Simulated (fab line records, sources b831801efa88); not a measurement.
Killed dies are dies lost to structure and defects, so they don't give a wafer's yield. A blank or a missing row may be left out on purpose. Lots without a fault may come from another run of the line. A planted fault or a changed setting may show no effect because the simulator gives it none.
One fault seen from 2 desks | flow gf180mcu | each desk has only its own numbers; what lay behind them comes last

THE TOOL OWNER'S DESK: pecvd-04
The tool's own readings at GF_V1_CVD_02 (deposits SiO2 from TEOS, target thk 850 nm, time 94.851 s): means of the sampled wafers that have a number, for each lot that ran on this tool. A lot is out of limits, marked OUT, if its mean lies more than 4 standard deviations from the usual mean; the brackets give that distance.
Columns: A = heater_power_w at GF_V1_CVD_02, usual 639 W; B = run_length_s at GF_V1_CVD_02, usual 122.8 s
lot  | first seen here | A   | B
L317 | day 17 04:59    | 535 | 123.1
L320 | day 18 06:51    | 662 | 122.7
L327 | day 21 06:17    | 577 | 181.8 (+99 or more) OUT
L328 | day 21 11:19    | 643 | 181.6 (+99 or more) OUT
L340 | day 25 15:08    | 686 | 122.8
This desk's finding: out of limits on L327, L328; first on L327, day 21 06:17 (run_length_s at GF_V1_CVD_02). In limits: L317, L320, L340.

THE METROLOGY DESK
What the gauges read, lot by lot, whatever tool the lot ran on: means of the sampled wafers that have a number. A lot is out of limits, marked OUT, if its mean lies more than 4 standard deviations from the usual mean; the brackets give that distance.
Columns: A = V1_CVD_02_THK at GF_V1_THK_MEAS_03, usual 850 nm
lot  | first seen here | A
L317 | day 17 05:04    | 839
L320 | day 18 06:55    | 851
L327 | day 21 06:22    | 1384 (+45) OUT
L328 | day 21 11:26    | 1378 (+44) OUT
L330 | day 22 09:01    | 852
L331 | day 22 16:45    | 860
L332 | day 22 21:28    | 865
L335 | day 24 03:04    | 855
L336 | day 24 07:10    | 849
L339 | day 25 04:10    | 843
L340 | day 25 15:13    | 868
This desk's finding: out of limits on L327, L328; first on L327, day 21 06:22 (V1_CVD_02_THK at GF_V1_THK_MEAS_03). In limits: L317, L320, L330, L331, L332, L335, L336, L339, L340.

PUT TOGETHER
The tool owner's desk could have raised an alarm at day 21 06:17, on L327, L328.
The metrology desk could have raised an alarm at day 21 06:22, on L327, L328.
Of the lots named, all ran GF_V1_CVD_02 on pecvd-04.

WHAT THE SIMULATOR HAD PUT IN
Process parameter drift: pecvd-04, from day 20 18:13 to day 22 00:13, at GF_V1_CVD_02. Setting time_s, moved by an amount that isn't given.
Lots struck among those shown: L327, L328.
Hours from the fault's start to each desk's first reading out of limits: the tool owner's desk, 12; the metrology desk, 12.
